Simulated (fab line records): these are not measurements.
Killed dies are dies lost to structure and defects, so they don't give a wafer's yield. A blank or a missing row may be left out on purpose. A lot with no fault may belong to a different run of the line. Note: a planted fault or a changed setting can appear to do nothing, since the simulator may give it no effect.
fab line records | flow sky130 | part 1 of 2: steps 1 to 27 of 37
[record] lots = 5 | wafers = 15 | lastDay = 50
route steps=708 shown METAL2@493 VIA2@507
lots with no fault: from the same line, run without faults
startH: hours from the record's first day to the start of the lot's first wafer shown | waitH: time in hours since the lot's previous step | " unchanged from the row above | L1.1+2: several wafers, shown together as one row | - no value, or no start was given | * or withheld: withheld | < > ~ a bound
route shown NAME@n: names a module that has steps shown in the file, with the first one's number in the route | usual: the fault-free wafers' mean and standard deviation | same: alike in all rows | chamber/n: place in a boat | sites: each site's reading | _std_site: standard deviation across them | _edge_site: outer sites' mean less inner sites' | radiusMm: how far each site lies from the wafer's centre | mask NAME#n: copy n | behind: the most recent tool/chamber to have shaped the wafer | hold: reason for holding the lot/hours on hold/outcome of the hold | device: the transistor (n, p or np) that didn't switch | end of line: at the end of the route, the tests of the same wafers | step lacking rows: just its recipe | killed: at the first sort, the dies lost to defects and structure; wafer yield is something else | map: dies across one wafer; x = killed, . = not, _ = none there
set.NAME: the setting as run; set.NAME@STEP: as run at that earlier step | model.NAME: the simulator's own value behind a step, which no gauge read
lots at some steps of the route; a table a step, a row a wafer
services: a tool's chamber out of use, with start hour (startH, from the record's first day; less than 0 if before it), hours out, and reason
[[steps]]
[step SKY_METAL2_COAT_10]
[recipe] resist = KrF-thick | spinRpm = 3000 | resistThkNm = 450
[usual] exhaustPa = 44.9/0.79
lot.wafer | tool          | chamber | startH | waitH | exhaustPa
L079.1    | lithoTrack-01 | 0       | -      | -     | 45.2
L079.3    | "             | 0       | "      | "     | 44.5
L079.5    | "             | 0       | "      | "     | 43.6
L080.3    | lithoTrack-01 | 0       | -      | -     | 44.0
L080.5    | "             | 0       | "      | "     | 46.1
L080.6    | "             | 0       | "      | "     | 44.7
L086.2    | lithoTrack-01 | 0       | -      | -     | 44.4
L086.5    | "             | 0       | "      | "     | 45.5
L086.6    | "             | 0       | "      | "     | 45.9
L089.2    | lithoTrack-01 | 0       | -      | -     | 45.2
L089.4    | "             | 0       | "      | "     | 45.4
L089.6    | "             | 0       | "      | "     | 44.9
L095.1    | lithoTrack-03 | 0       | -      | -     | 44.5
L095.2    | "             | 0       | "      | "     | 45.1
L095.5    | "             | 0       | "      | "     | 44.0
[step SKY_METAL2_SOFTBAKE_11]
[recipe] tempC = 100 | timeS = 90 | resist = KrF-thick
[usual] exhaustPa = 44.9/0.96
lot.wafer | tool          | chamber | startH | waitH | exhaustPa
L079.1    | lithoTrack-01 | 0       | -      | -     | 45.2
L079.3    | "             | 0       | "      | "     | 45.8
L079.5    | "             | 0       | "      | "     | 46.3
L080.3    | lithoTrack-01 | 0       | -      | -     | 44.9
L080.5    | "             | 0       | "      | "     | 44.8
L080.6    | "             | 0       | "      | "     | 45.4
L086.2    | lithoTrack-01 | 0       | -      | -     | 45.5
L086.5    | "             | 0       | "      | "     | 44.6
L086.6    | "             | 0       | "      | "     | 44.3
L089.2    | lithoTrack-01 | 0       | -      | -     | 43.6
L089.4    | "             | 0       | "      | "     | 43.0
L089.6    | "             | 0       | "      | "     | 44.3
L095.1    | lithoTrack-03 | 0       | -      | -     | 45.4
L095.2    | "             | 0       | "      | "     | 44.6
L095.5    | "             | 0       | "      | "     | 46.4
[step SKY_METAL2_EXPOSE_12]
[recipe] maskId = MM2 | na = 0.8 | sourceShape = annular | sigmaInner = 0.55 | sigmaOuter = 0.85 | targetCdNm = 140 | doseMj = 28
lot.wafer  | tool          | chamber | startH | waitH | mask
L079.1+3+5 | krfScanner-01 | 0       | -      | -     | MM2#0
L080.3+5+6 | krfScanner-01 | 0       | -      | -     | MM2#0
L086.2+5+6 | krfScanner-02 | 0       | -      | -     | MM2#0
L089.2+4+6 | krfScanner-02 | 0       | -      | -     | MM2#0
L095.1+2+5 | krfScanner-01 | 0       | -      | -     | MM2#0
[step SKY_METAL2_PEB_13]
[recipe] pebTempC = withheld | pebTimeS = withheld | resist = KrF-thick
[usual] exhaustPa = 45.2/0.9
lot.wafer | tool          | chamber | startH | waitH | exhaustPa
L079.1    | lithoTrack-02 | 0       | -      | -     | 44.4
L079.3    | "             | 0       | "      | "     | 46.2
L079.5    | "             | 0       | "      | "     | 45.6
L080.3    | lithoTrack-03 | 0       | -      | -     | 43.5
L080.5    | "             | 0       | "      | "     | 46.4
L080.6    | "             | 0       | "      | "     | 44.5
L086.2    | lithoTrack-01 | 0       | -      | -     | 45.9
L086.5    | "             | 0       | "      | "     | 45.8
L086.6    | "             | 0       | "      | "     | 44.8
L089.2    | lithoTrack-02 | 0       | -      | -     | 46.4
L089.4    | "             | 0       | "      | "     | 44.5
L089.6    | "             | 0       | "      | "     | 45.0
L095.1    | lithoTrack-01 | 0       | -      | -     | 45.5
L095.2    | "             | 0       | "      | "     | 46.2
L095.5    | "             | 0       | "      | "     | 46.6
[step SKY_METAL2_DEVELOP_14]
[recipe] developTimeS = 60 | resist = KrF-thick | devTempC = 21
[usual] exhaustPa = 44.9/0.97
lot.wafer | tool          | chamber | startH | waitH | exhaustPa
L079.1    | lithoTrack-02 | 0       | -      | -     | 43.9
L079.3    | "             | 0       | "      | "     | 44.3
L079.5    | "             | 0       | "      | "     | 45.9
L080.3    | lithoTrack-03 | 0       | -      | -     | 43.6
L080.5    | "             | 0       | "      | "     | 42.9
L080.6    | "             | 0       | "      | "     | 45.2
L086.2    | lithoTrack-01 | 0       | -      | -     | 46.2
L086.5    | "             | 0       | "      | "     | 46.6
L086.6    | "             | 0       | "      | "     | 46.0
L089.2    | lithoTrack-02 | 0       | -      | -     | 44.5
L089.4    | "             | 0       | "      | "     | 43.7
L089.6    | "             | 0       | "      | "     | 45.5
L095.1    | lithoTrack-01 | 0       | -      | -     | 44.8
L095.2    | "             | 0       | "      | "     | 44.7
L095.5    | "             | 0       | "      | "     | 44.5
[step SKY_METAL2_CD_MEAS_15]
[recipe] targetCdNm = 140
[usual] cdNm = 140.3/1.3
lot.wafer | tool     | chamber | startH | waitH | cdNm
L079.1    | cdSem-01 | -       | 849.38 | -     | 139.9
L079.3    | "        | -       | "      | "     | 141.7
L079.5    | "        | -       | "      | "     | 140.9
L080.3    | cdSem-02 | -       | 891.14 | -     | 143.2
L080.5    | "        | -       | "      | "     | 141.6
L080.6    | "        | -       | "      | "     | 141.1
L086.2    | cdSem-01 | -       | 906.37 | -     | 141.1
L086.5    | "        | -       | "      | "     | 139.4
L086.6    | "        | -       | "      | "     | 140.1
L089.2    | cdSem-01 | -       | 927.35 | -     | 138.8
L089.4    | "        | -       | "      | "     | 138.4
L089.6    | "        | -       | "      | "     | 138.7
L095.1    | cdSem-02 | -       | 982.65 | -     | 139.2
L095.2    | "        | -       | "      | "     | 138.0
L095.5    | "        | -       | "      | "     | 138.5
[step SKY_METAL2_OVL_MEAS_16]
[usual] METAL2_OVL = -2/4.9
lot.wafer | tool       | chamber | startH | waitH | METAL2_OVL[nm]
L079.1    | overlay-02 | -       | 849.50 | 0.1   | 2
L079.3    | "          | -       | "      | "     | -5
L079.5    | "          | -       | "      | "     | -2
L080.3    | overlay-01 | -       | 891.24 | 0.1   | 10
L080.5    | "          | -       | "      | "     | 3
L080.6    | "          | -       | "      | "     | 4
L086.2    | overlay-02 | -       | 906.47 | 0.1   | -7
L086.5    | "          | -       | "      | "     | -3
L086.6    | "          | -       | "      | "     | -4
L089.2    | overlay-01 | -       | 927.45 | 0.1   | -12
L089.4    | "          | -       | "      | "     | -4
L089.6    | "          | -       | "      | "     | -2
L095.1    | overlay-02 | -       | 982.77 | 0.1   | -2
L095.2    | "          | -       | "      | "     | -2
L095.5    | "          | -       | "      | "     | -3
[step SKY_METAL2_DESCUM_17]
[recipe] chemistry = O2 | sourcePowerW = 150 | biasPowerW = 0 | pressureMtorr = 10 | tempC = 40 | timeS = 8
[usual] drypumpMotorCurrentA = 5.6/0.52 | oesProductAu = 1.008/0.0098
lot.wafer | tool        | chamber | startH | waitH | drypumpMotorCurrentA | oesProductAu | rfHoursCounterH
L079.1    | rieMetal-04 | 1       | 849.53 | 0.0   | 6.3                  | 1.012        | 17
L079.3    | "           | 0       | "      | "     | 5.3                  | 1.004        | -
L079.5    | "           | 1       | "      | "     | 6.3                  | 1.005        | -
L080.3    | rieMetal-03 | 1       | 891.27 | 0.0   | 6.0                  | 0.999        | -
L080.5    | "           | 1       | "      | "     | 6.1                  | 0.992        | -
L080.6    | "           | 0       | "      | "     | 5.7                  | 1.007        | -
L086.2    | rieMetal-03 | 1       | 906.50 | 0.0   | 6.0                  | 0.994        | 10
L086.5    | "           | 0       | "      | "     | 5.7                  | 1.009        | -
L086.6    | "           | 1       | "      | "     | 6.1                  | 1.002        | -
L089.2    | rieMetal-04 | 1       | 927.48 | 0.0   | 6.3                  | 1.024        | 2
L089.4    | "           | 1       | "      | "     | 6.3                  | 1.028        | -
L089.6    | "           | 0       | "      | "     | 5.3                  | 0.997        | -
L095.1    | rieMetal-03 | 0       | 982.81 | 0.0   | 5.7                  | 1.018        | 12
L095.2    | "           | 1       | "      | "     | 6.1                  | 1.003        | 14
L095.5    | "           | 0       | "      | "     | 5.7                  | 1.009        | -
[step SKY_METAL2_ETCH_18]
[recipe] chemistry = N2/H2 | target = BARC | ionEnergyEv = 200 | biasW = 100 | pressureMtorr = 30 | n2FlowSccm = 100 | h2FlowSccm = 200 | icpW = 500 | stopOn = SiO2 | timeS = 45.9 | targetDepthA = 600
[usual] drypumpMotorCurrentA = 5.6/0.52 | oesProductAu = 0.855/0.0047 | throttleValvePct = 13.225/0.0083
lot.wafer | tool        | chamber | startH | waitH | drypumpMotorCurrentA | oesProductAu | rfHoursCounterH | throttleValvePct
L079.1    | rieMetal-04 | 1       | 849.56 | 0.0   | 6.3                  | 0.848        | 17              | 13.233
L079.3    | "           | 0       | "      | "     | 5.3                  | 0.855        | -               | 13.229
L079.5    | "           | 1       | "      | "     | 6.2                  | 0.858        | -               | 13.238
L080.3    | rieMetal-03 | 1       | 891.31 | 0.0   | 6.0                  | 0.861        | -               | 13.236
L080.5    | "           | 1       | "      | "     | 6.0                  | 0.857        | -               | 13.229
L080.6    | "           | 0       | "      | "     | 5.8                  | 0.853        | -               | 13.227
L086.2    | rieMetal-03 | 1       | 906.54 | 0.0   | 6.1                  | 0.849        | 10              | 13.226
L086.5    | "           | 0       | "      | "     | 5.7                  | 0.860        | -               | 13.227
L086.6    | "           | 1       | "      | "     | 6.1                  | 0.854        | -               | 13.219
L089.2    | rieMetal-04 | 1       | 927.51 | 0.0   | 6.3                  | 0.859        | 2               | 13.228
L089.4    | "           | 1       | "      | "     | 6.3                  | 0.864        | -               | 13.234
L089.6    | "           | 0       | "      | "     | 5.3                  | 0.857        | -               | 13.229
L095.1    | rieMetal-03 | 0       | 982.84 | 0.0   | 5.8                  | 0.862        | 12              | 13.239
L095.2    | "           | 1       | "      | "     | 6.1                  | 0.855        | 14              | 13.228
L095.5    | "           | 0       | "      | "     | 5.8                  | 0.852        | -               | 13.226
[step SKY_METAL2_METAL_ETCH_19]
[recipe] targetDepthA = 3600 | stopOn = SiO2 | overEtchFrac = 0.3 | timeS = 78 | chemistry = Cl2/BCl3 | resistSidewallDeg = 88 | pressureMtorr = 10 | icpW = 900 | biasW = 48.5 | Cl2_flow_sccm = 60 | bcl3FlowSccm = 30
[usual] drypumpMotorCurrentA = 5.6/0.52 | oesProductAu = 0.853/0.0063 | throttleValvePct = 22.265/0.0082
lot.wafer | tool        | chamber | startH | waitH | drypumpMotorCurrentA | oesProductAu | rfHoursCounterH | throttleValvePct
L079.1    | rieMetal-04 | 1       | 849.63 | 0.0   | 6.3                  | 0.852        | 17              | 22.270
L079.3    | "           | 0       | "      | "     | 5.3                  | 0.846        | -               | 22.265
L079.5    | "           | 1       | "      | "     | 6.3                  | 0.855        | -               | 22.263
L080.3    | rieMetal-03 | 1       | 891.39 | 0.1   | 6.0                  | 0.853        | -               | 22.266
L080.5    | "           | 1       | "      | "     | 6.1                  | 0.852        | -               | 22.270
L080.6    | "           | 0       | "      | "     | 5.8                  | 0.853        | -               | 22.273
L086.2    | rieMetal-03 | 1       | 906.60 | 0.0   | 6.0                  | 0.846        | 10              | 22.266
L086.5    | "           | 0       | "      | "     | 5.8                  | 0.844        | -               | 22.262
L086.6    | "           | 1       | "      | "     | 6.0                  | 0.854        | -               | 22.246
L089.2    | rieMetal-04 | 1       | 927.58 | 0.0   | 6.3                  | 0.857        | 2               | 22.265
L089.4    | "           | 1       | "      | "     | 6.3                  | 0.861        | -               | 22.256
L089.6    | "           | 0       | "      | "     | 5.3                  | 0.851        | -               | 22.271
L095.1    | rieMetal-03 | 0       | 982.90 | 0.0   | 5.8                  | 0.846        | 12              | 22.254
L095.2    | "           | 1       | "      | "     | 6.0                  | 0.851        | 14              | 22.262
L095.5    | "           | 0       | "      | "     | 5.8                  | 0.857        | -               | 22.268
[step SKY_METAL2_STRIP_20]
[recipe] chemistry = O2/N2 | powerW = 1400 | pressureMtorr = 1500 | platenTempC = withheld | o2FlowSccm = 3000 | n2FlowSccm = 300 | overashFraction = 0.5
[usual] drypumpMotorCurrentA = 5.48/0.3 | o2FlowSccm = 2999/9.5 | oesProductAu = 0.341/0.0053 | stripTimeToEndpointS = 2.66/0.047
lot.wafer | tool           | chamber | startH | waitH | drypumpMotorCurrentA | o2FlowSccm | oesProductAu | rfHoursCounterH | stripTimeToEndpointS
L079.1    | plasmaAsher-02 | 1       | 849.72 | 0.1   | 5.24                 | 3008       | 0.346        | 74              | 2.68
L079.3    | "              | 0       | "      | "     | 5.42                 | 3000       | 0.344        | -               | 2.68
L079.5    | "              | 1       | "      | "     | 5.23                 | 3011       | 0.335        | -               | 2.69
L080.3    | plasmaAsher-02 | 1       | 891.48 | 0.1   | 5.22                 | 3006       | 0.345        | -               | 2.71
L080.5    | "              | 1       | "      | "     | 5.23                 | 2991       | 0.342        | -               | 2.73
L080.6    | "              | 0       | "      | "     | 5.43                 | 2996       | 0.333        | -               | 2.68
L086.2    | plasmaAsher-03 | 1       | 906.69 | 0.1   | 5.13                 | 3004       | 0.337        | 16              | 2.73
L086.5    | "              | 1       | "      | "     | 5.15                 | 2998       | 0.340        | -               | 2.62
L086.6    | "              | 0       | "      | "     | 5.63                 | 2997       | 0.348        | -               | 2.73
L089.2    | plasmaAsher-02 | 1       | 927.67 | 0.1   | 5.23                 | 2997       | 0.335        | 81              | 2.56
L089.4    | "              | 0       | "      | "     | 5.42                 | 2993       | 0.339        | -               | 2.59
L089.6    | "              | 0       | "      | "     | 5.42                 | 2997       | 0.343        | -               | 2.65
L095.1    | plasmaAsher-02 | 1       | 982.99 | 0.1   | 5.23                 | 3008       | 0.334        | 88              | 2.64
L095.2    | "              | 0       | "      | "     | 5.42                 | 3000       | 0.339        | 88              | 2.66
L095.5    | "              | 0       | "      | "     | 5.42                 | 2999       | 0.341        | -               | 2.66
[step SKY_METAL2_STRIP_21]
[recipe] chemistry = postEtchResidueRemover | timeS = 1200 | tempC = 72.5
lot.wafer  | tool        | chamber | startH | waitH
L079.1+3+5 | wetBench-03 | 1       | 849.82 | 0.1
L080.3+5+6 | wetBench-03 | 2       | 891.55 | 0.0
L086.2+5+6 | wetBench-03 | 0       | 906.79 | 0.1
L089.2+4+6 | wetBench-04 | 0       | 927.77 | 0.1
L095.1+2+5 | wetBench-04 | 3       | 983.09 | 0.1
[step SKY_METAL2_CLEAN_22]
[recipe] chemistry = IPA | timeS = 180 | tempC = 25
lot.wafer  | tool        | chamber | startH | waitH
L079.1+3+5 | wetBench-03 | 2       | 850.16 | 0.0
L080.3+5+6 | wetBench-04 | 1       | 891.89 | 0.0
L086.2+5+6 | wetBench-04 | 0       | 907.13 | 0.0
L089.2+4+6 | wetBench-02 | 0       | 928.11 | 0.0
L095.1+2+5 | wetBench-02 | 1       | 983.43 | 0.0
[step SKY_METAL2_CLEAN_23]
[recipe] chemistry = O3/DIW | dry = n2Spin
lot.wafer  | tool        | chamber | startH | waitH
L079.1+3+5 | wetBench-04 | 1       | 850.22 | 0.0
L080.3+5+6 | wetBench-02 | 0       | 891.95 | 0.0
L086.2+5+6 | wetBench-03 | 1       | 907.19 | 0.0
L089.2+4+6 | wetBench-03 | 2       | 928.17 | 0.0
L095.1+2+5 | wetBench-03 | 0       | 983.50 | 0.0
[step SKY_VIA2_HDPCVD_00]
[recipe] material = SiO2 | targetThkNm = 1180 | sigmaOpenFrac = 0.3 | timeS = 189.5 | tempC = 400 | sih4FlowSccm = 60 | pressureMtorr = 6
[usual] sih4FlowSccm = 60.01/0.19
lot.wafer | tool      | chamber | startH | waitH | sih4FlowSccm
L079.1    | hdpcvd-01 | 2       | 850.40 | 0.0   | 60.04
L079.3    | "         | 0       | "      | "     | 59.89
L079.5    | "         | 0       | "      | "     | 59.95
L080.3    | hdpcvd-02 | 0       | 892.04 | 0.0   | 59.79
L080.5    | "         | 0       | "      | "     | 60.15
L080.6    | "         | 2       | "      | "     | 60.11
L086.2    | hdpcvd-01 | 2       | 907.28 | 0.0   | 59.95
L086.5    | "         | 2       | "      | "     | 59.79
L086.6    | "         | 0       | "      | "     | 60.13
L089.2    | hdpcvd-02 | 1       | 928.26 | 0.0   | 60.24
L089.4    | "         | 2       | "      | "     | 59.61
L089.6    | "         | 0       | "      | "     | 59.85
L095.1    | hdpcvd-02 | 2       | 983.59 | 0.0   | 60.26
L095.2    | "         | 0       | "      | "     | 59.98
L095.5    | "         | 1       | "      | "     | 59.99
[step SKY_VIA2_THK_MEAS_01]
[recipe] reads = SiO2_of_VIA2_HDPCVD_00
[usual] VIA2_HDPCVD_THK = 1137/18
lot.wafer | tool         | chamber | startH | waitH | VIA2_HDPCVD_THK[nm]
L079.1    | filmMetro-03 | -       | 850.53 | 0.1   | 1125
L079.3    | "            | -       | "      | "     | 1105
L079.5    | "            | -       | "      | "     | 1104
L080.3    | filmMetro-04 | -       | 892.18 | 0.1   | 1198
L080.5    | "            | -       | "      | "     | 1182
L080.6    | "            | -       | "      | "     | 1159
L086.2    | filmMetro-03 | -       | 907.42 | 0.1   | 1138
L086.5    | "            | -       | "      | "     | 1155
L086.6    | "            | -       | "      | "     | 1119
L089.2    | filmMetro-04 | -       | 928.40 | 0.1   | 1149
L089.4    | "            | -       | "      | "     | 1131
L089.6    | "            | -       | "      | "     | 1175
L095.1    | filmMetro-04 | -       | 983.71 | 0.1   | 1135
L095.2    | "            | -       | "      | "     | 1156
L095.5    | "            | -       | "      | "     | 1143
[step SKY_VIA2_CMP_02]
[recipe] material = SiO2 | downForcePsi = 4 | platenRpm = 60 | padVelocityMS = 0.94248
[usual] motorCurrentA = 12.0/1.1 | slurryFilterDpKPa = 13.49/0.13
lot.wafer | tool   | chamber | startH | waitH | motorCurrentA | slurryFilterDpKPa
L079.3    | cmp-02 | 2       | 850.77 | 0.2   | 10.5          | 13.55
L079.1    | "      | 0       | "      | "     | 13.7          | 13.33
L079.5    | "      | 2       | "      | "     | 10.5          | 13.29
L080.3    | cmp-02 | 3       | 892.22 | 0.0   | 10.3          | 13.49
L080.5    | "      | 3       | "      | "     | 9.9           | 13.63
L080.6    | "      | 0       | "      | "     | 13.4          | 13.51
L086.2    | cmp-02 | 0       | 907.47 | 0.0   | 12.8          | 13.37
L086.6    | "      | 0       | "      | "     | 13.2          | 13.53
L086.5    | "      | 1       | "      | "     | 11.7          | 13.46
L089.2    | cmp-01 | 2       | 928.45 | 0.0   | 13.0          | 13.30
L089.4    | "      | 0       | "      | "     | 11.9          | 13.66
L089.6    | "      | 2       | "      | "     | 13.2          | 13.53
L095.1    | cmp-01 | 2       | 983.77 | 0.1   | 12.1          | 13.45
L095.2    | "      | 0       | "      | "     | 13.2          | 13.53
L095.5    | "      | 3       | "      | "     | 13.8          | 13.30
[step SKY_VIA2_BOW_MEAS_03]
[recipe] mode = bow
[usual] VIA2_BOW = 86/7.9
lot.wafer | tool         | chamber | startH | waitH | VIA2_BOW[um]
L079.1    | filmMetro-02 | -       | 851.02 | 0.1   | 99
L079.3    | "            | -       | "      | "     | 94
L079.5    | "            | -       | "      | "     | 88
L080.3    | filmMetro-03 | -       | 892.56 | 0.3   | 79
L080.5    | "            | -       | "      | "     | 86
L080.6    | "            | -       | "      | "     | 86
L086.2    | filmMetro-04 | -       | 907.79 | 0.3   | 75
L086.5    | "            | -       | "      | "     | 89
L086.6    | "            | -       | "      | "     | 89
L089.2    | filmMetro-03 | -       | 928.77 | 0.3   | 95
L089.4    | "            | -       | "      | "     | 92
L089.6    | "            | -       | "      | "     | 80
L095.1    | filmMetro-02 | -       | 984.07 | 0.2   | 82
L095.2    | "            | -       | "      | "     | 92
L095.5    | "            | -       | "      | "     | 86
[step SKY_VIA2_DEHYDRATE_04]
[recipe] tempC = 200 | timeS = 60
[usual] exhaustPa = 44.9/0.84
lot.wafer | tool          | chamber | startH | waitH | exhaustPa
L079.1    | lithoTrack-04 | 0       | 862.35 | 11.3  | 45.0
L079.3    | "             | 0       | "      | "     | 43.9
L079.5    | "             | 0       | "      | "     | 44.5
L080.3    | lithoTrack-04 | 0       | 905.40 | 12.8  | 44.6
L080.5    | "             | 0       | "      | "     | 45.6
L080.6    | "             | 0       | "      | "     | 44.8
L086.2    | lithoTrack-04 | 0       | 919.13 | 11.3  | 45.3
L086.5    | "             | 0       | "      | "     | 43.9
L086.6    | "             | 0       | "      | "     | 45.3
L089.2    | lithoTrack-03 | 0       | 939.68 | 10.9  | 44.8
L089.4    | "             | 0       | "      | "     | 45.8
L089.6    | "             | 0       | "      | "     | 44.9
L095.1    | lithoTrack-02 | 0       | 995.23 | 11.1  | 42.9
L095.2    | "             | 0       | "      | "     | 45.0
L095.5    | "             | 0       | "      | "     | 44.1
[step SKY_VIA2_HMDS_05]
[recipe] primeTimeS = 60 | primeTempC = 120
[usual] exhaustPa = 44.9/0.92
lot.wafer | tool          | chamber | startH | waitH | exhaustPa
L079.1    | lithoTrack-04 | 0       | 862.50 | 0.1   | 44.8
L079.3    | "             | 0       | "      | "     | 44.9
L079.5    | "             | 0       | "      | "     | 44.8
L080.3    | lithoTrack-04 | 0       | 905.55 | 0.1   | 43.9
L080.5    | "             | 0       | "      | "     | 43.6
L080.6    | "             | 0       | "      | "     | 45.3
L086.2    | lithoTrack-04 | 0       | 919.28 | 0.1   | 43.4
L086.5    | "             | 0       | "      | "     | 43.2
L086.6    | "             | 0       | "      | "     | 45.0
L089.2    | lithoTrack-03 | 0       | 939.83 | 0.1   | 43.5
L089.4    | "             | 0       | "      | "     | 44.9
L089.6    | "             | 0       | "      | "     | 44.0
L095.1    | lithoTrack-02 | 0       | 995.38 | 0.1   | 45.2
L095.2    | "             | 0       | "      | "     | 45.5
L095.5    | "             | 0       | "      | "     | 44.4
[step SKY_VIA2_COAT_06]
[recipe] resist = BARC | tempC = withheld | timeS = withheld | spinRpm = 3000 | resistThkNm = 60
[usual] exhaustPa = 45.1/0.87
lot.wafer | tool          | chamber | startH | waitH | exhaustPa
L079.1    | lithoTrack-04 | 0       | 862.65 | 0.1   | 44.0
L079.3    | "             | 0       | "      | "     | 43.4
L079.5    | "             | 0       | "      | "     | 44.6
L080.3    | lithoTrack-04 | 0       | 905.70 | 0.1   | 45.1
L080.5    | "             | 0       | "      | "     | 44.6
L080.6    | "             | 0       | "      | "     | 44.4
L086.2    | lithoTrack-04 | 0       | 919.43 | 0.1   | 43.9
L086.5    | "             | 0       | "      | "     | 44.7
L086.6    | "             | 0       | "      | "     | 45.1
L089.2    | lithoTrack-03 | 0       | 939.98 | 0.1   | 44.9
L089.4    | "             | 0       | "      | "     | 46.0
L089.6    | "             | 0       | "      | "     | 45.8
L095.1    | lithoTrack-02 | 0       | 995.53 | 0.1   | 45.7
L095.2    | "             | 0       | "      | "     | 46.5
L095.5    | "             | 0       | "      | "     | 44.8
[step SKY_VIA2_COAT_07]
[recipe] resist = KrF-thick | spinRpm = 3000 | resistThkNm = 450
[usual] exhaustPa = 45.0/0.9
lot.wafer | tool          | chamber | startH | waitH | exhaustPa
L079.1    | lithoTrack-04 | 0       | -      | -     | 46.0
L079.3    | "             | 0       | "      | "     | 45.6
L079.5    | "             | 0       | "      | "     | 45.8
L080.3    | lithoTrack-04 | 0       | -      | -     | 45.1
L080.5    | "             | 0       | "      | "     | 45.6
L080.6    | "             | 0       | "      | "     | 43.6
L086.2    | lithoTrack-04 | 0       | -      | -     | 45.6
L086.5    | "             | 0       | "      | "     | 44.5
L086.6    | "             | 0       | "      | "     | 45.1
L089.2    | lithoTrack-03 | 0       | -      | -     | 45.5
L089.4    | "             | 0       | "      | "     | 43.7
L089.6    | "             | 0       | "      | "     | 44.9
L095.1    | lithoTrack-02 | 0       | -      | -     | 44.6
L095.2    | "             | 0       | "      | "     | 45.0
L095.5    | "             | 0       | "      | "     | 43.5
[step SKY_VIA2_SOFTBAKE_08]
[recipe] tempC = 100 | timeS = 90 | resist = KrF-thick
[usual] exhaustPa = 44.9/0.9
lot.wafer | tool          | chamber | startH | waitH | exhaustPa
L079.1    | lithoTrack-04 | 0       | -      | -     | 45.0
L079.3    | "             | 0       | "      | "     | 45.8
L079.5    | "             | 0       | "      | "     | 43.5
L080.3    | lithoTrack-04 | 0       | -      | -     | 44.4
L080.5    | "             | 0       | "      | "     | 44.5
L080.6    | "             | 0       | "      | "     | 44.9
L086.2    | lithoTrack-04 | 0       | -      | -     | 44.1
L086.5    | "             | 0       | "      | "     | 44.1
L086.6    | "             | 0       | "      | "     | 43.9
L089.2    | lithoTrack-03 | 0       | -      | -     | 45.7
L089.4    | "             | 0       | "      | "     | 45.3
L089.6    | "             | 0       | "      | "     | 45.0
L095.1    | lithoTrack-02 | 0       | -      | -     | 45.0
L095.2    | "             | 0       | "      | "     | 45.0
L095.5    | "             | 0       | "      | "     | 44.6
[step SKY_VIA2_EXPOSE_09]
[recipe] maskId = VIM2 | na = 0.8 | sourceShape = annular | sigmaInner = 0.55 | sigmaOuter = 0.85 | targetCdNm = 200 | doseMj = 38
lot.wafer  | tool          | chamber | startH | waitH | mask
L079.1+3+5 | krfScanner-01 | 0       | -      | -     | VIM2#0
L080.3+5+6 | krfScanner-01 | 0       | -      | -     | VIM2#0
L086.2+5+6 | krfScanner-02 | 0       | -      | -     | VIM2#0
L089.2+4+6 | krfScanner-01 | 0       | -      | -     | VIM2#0
L095.1+2+5 | krfScanner-01 | 0       | -      | -     | VIM2#0
[step SKY_VIA2_PEB_10]
[recipe] pebTempC = withheld | pebTimeS = withheld | resist = KrF-thick
[usual] exhaustPa = 45.3/0.86
lot.wafer | tool          | chamber | startH | waitH | exhaustPa
L079.1    | lithoTrack-03 | 0       | -      | -     | 47.1
L079.3    | "             | 0       | "      | "     | 45.0
L079.5    | "             | 0       | "      | "     | 44.0
L080.3    | lithoTrack-04 | 0       | -      | -     | 46.5
L080.5    | "             | 0       | "      | "     | 44.9
L080.6    | "             | 0       | "      | "     | 45.2
L086.2    | lithoTrack-02 | 0       | -      | -     | 42.4
L086.5    | "             | 0       | "      | "     | 44.2
L086.6    | "             | 0       | "      | "     | 44.4
L089.2    | lithoTrack-04 | 0       | -      | -     | 44.7
L089.4    | "             | 0       | "      | "     | 46.5
L089.6    | "             | 0       | "      | "     | 45.9
L095.1    | lithoTrack-03 | 0       | -      | -     | 45.4
L095.2    | "             | 0       | "      | "     | 45.3
L095.5    | "             | 0       | "      | "     | 45.8
[step SKY_VIA2_DEVELOP_11]
[recipe] developTimeS = 60 | resist = KrF-thick | devTempC = 21
[usual] exhaustPa = 44.8/0.89
lot.wafer | tool          | chamber | startH | waitH | exhaustPa
L079.1    | lithoTrack-03 | 0       | -      | -     | 44.4
L079.3    | "             | 0       | "      | "     | 45.2
L079.5    | "             | 0       | "      | "     | 43.1
L080.3    | lithoTrack-04 | 0       | -      | -     | 44.4
L080.5    | "             | 0       | "      | "     | 45.7
L080.6    | "             | 0       | "      | "     | 44.8
L086.2    | lithoTrack-02 | 0       | -      | -     | 45.1
L086.5    | "             | 0       | "      | "     | 45.7
L086.6    | "             | 0       | "      | "     | 44.5
L089.2    | lithoTrack-04 | 0       | -      | -     | 46.0
L089.4    | "             | 0       | "      | "     | 44.4
L089.6    | "             | 0       | "      | "     | 46.1
L095.1    | lithoTrack-03 | 0       | -      | -     | 45.6
L095.2    | "             | 0       | "      | "     | 44.7
L095.5    | "             | 0       | "      | "     | 44.1
[step SKY_VIA2_CD_MEAS_12]
[recipe] targetCdNm = 200
[usual] cdNm = 200.1/1.3
lot.wafer | tool     | chamber | startH  | waitH | cdNm
L079.1    | cdSem-02 | -       | 876.90  | -     | 202.3
L079.3    | "        | -       | "       | "     | 199.9
L079.5    | "        | -       | "       | "     | 201.4
L080.3    | cdSem-01 | -       | 917.54  | -     | 199.1
L080.5    | "        | -       | "       | "     | 199.6
L080.6    | "        | -       | "       | "     | 198.2
L086.2    | cdSem-02 | -       | 932.50  | -     | 201.6
L086.5    | "        | -       | "       | "     | 201.7
L086.6    | "        | -       | "       | "     | 201.0
L089.2    | cdSem-02 | -       | 952.47  | -     | 200.5
L089.4    | "        | -       | "       | "     | 199.4
L089.6    | "        | -       | "       | "     | 200.5
L095.1    | cdSem-02 | -       | 1008.05 | -     | 200.5
L095.2    | "        | -       | "       | "     | 199.3
L095.5    | "        | -       | "       | "     | 199.8
